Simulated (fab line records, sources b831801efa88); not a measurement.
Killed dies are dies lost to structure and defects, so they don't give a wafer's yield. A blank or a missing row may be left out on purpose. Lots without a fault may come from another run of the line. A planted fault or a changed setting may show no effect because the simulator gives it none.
A struck lot beside a sound one | flow sfq_line | 14 steps out of a route of 325
Sound: wafers L137.1, L137.3, L137.5. Struck: wafers L142.1, L142.2, L142.5. The cause comes at the end.
At each step with rows: each side's tool, then ch and its chambers, then its first start. Under that, the readings that differ: sound wafers | struck wafers | difference of the means | sigmas: that difference in standard deviations of wafers without a fault.
alike: readings whose means differ by less than 2 such deviations, and words and numbers that are the same on both sides. not compared: withheld readings, readings that some wafer has no value for, bounds like >300 that may hide the same value, and numbers for which the record gives no deviation and whose values overlap.
The two part at a step that has a row with sigmas, a row that says differs or no value, or rows on one side only. Numbers that don't overlap but have no deviation are shown without sigmas and don't part them. A reading that every wafer of one side lacks parts them only if that side has two wafers or more.

first, 1 step without rows for these wafers: SFQ_TRILAYER_M1_STRIP_SOLV_CLEAN_044 (cleans in NMP, time 600 s).
SFQ_TRILAYER_I1_DEP_PECVD_045: deposits SiO2 from SiH4/N2O, time 111.11 s, target thk 500 nm.
  sound on pecvd-01 ch 0,2, day 26 05:43; struck on pecvd-01 ch 1,2, day 29 06:22
  alike: heater_power_w, throttle_valve_pct
SFQ_TRILAYER_I1_CMP_CMP_046: polishes SiO2.
  sound on cmp-02 ch 2,3, day 26 05:47; struck on cmp-01 ch 0,3, day 29 15:28
  alike: motor_current_A, time_to_endpoint_s
SFQ_I1_BOW_MEAS_912:
  sound on film_metro-03, day 26 08:47; struck on film_metro-03, day 29 18:28
  alike: I1_BOW
SFQ_TRILAYER_I1_METRO_MEASURE_047:
  sound on film_metro-03, day 26 08:55; struck on film_metro-03, day 29 18:35
  reading     | sound             | struck            | difference | sigmas
  thk_nm (nm) | 202.0 200.8 202.3 | 197.6 200.0 199.2 | -2.8       | -2
then, 6 steps without rows for these wafers: SFQ_TRILAYER_I1_VIA_LITHO_COAT_054 (resist thk 62 nm); SFQ_TRILAYER_I1_VIA_LITHO_COAT_049 (resist thk 650 nm); SFQ_TRILAYER_I1_VIA_LITHO_SOFTBAKE_053; SFQ_TRILAYER_I1_VIA_LITHO_EXPOSE_050 (exposes mask I1, target cd 500 nm); SFQ_TRILAYER_I1_VIA_LITHO_PEB_052 (peb time 60 s); SFQ_TRILAYER_I1_VIA_LITHO_DEVELOP_051 (time 60 s).
-- the record jumps here: 6 days lie between the struck wafers' starts before and after --
SFQ_I1_OVL_MEAS_913:
  sound on overlay-02, day 33 08:22; struck on overlay-02, day 36 03:05
  alike: I1_OVL
SFQ_TRILAYER_I1_VIA_BARC_OPEN_VIA_ETCH_071: etches BARC in O2, target depth 125 nm, time 41.7 s.
  sound on rie_diel-03 ch 0,1,2, day 33 08:24; struck on rie_diel-03 ch 1,3, day 36 03:07
  reading                                                 | sound             | struck            | difference | sigmas
  model.KrF_of_TRILAYER_I1_VIA_LITHO_COAT_049.thk_nm (nm) | 572.2 568.3 569.7 | 575.9 574.7 575.8 | +5.4       |
  alike: drypump_motor_current_A, oes_product_au
  not compared: rf_hours_counter_h
SFQ_TRILAYER_I1_VIA_ETCH_VIA_ETCH_052: etches SiO2 in CHF3, stops on Nb, target depth 260 nm.
  sound on rie_diel-03 ch 0,1,2, day 33 08:26; struck on rie_diel-03 ch 1,3, day 36 03:10
  alike: drypump_motor_current_A, oes_product_au

WHERE THEY PART
Only at SFQ_TRILAYER_I1_METRO_MEASURE_047, within this record. Later steps at which nothing parts them and some readings are alike: SFQ_I1_OVL_MEAS_913, SFQ_TRILAYER_I1_VIA_BARC_OPEN_VIA_ETCH_071, SFQ_TRILAYER_I1_VIA_ETCH_VIA_ETCH_052.

WHY: what the simulator had put in
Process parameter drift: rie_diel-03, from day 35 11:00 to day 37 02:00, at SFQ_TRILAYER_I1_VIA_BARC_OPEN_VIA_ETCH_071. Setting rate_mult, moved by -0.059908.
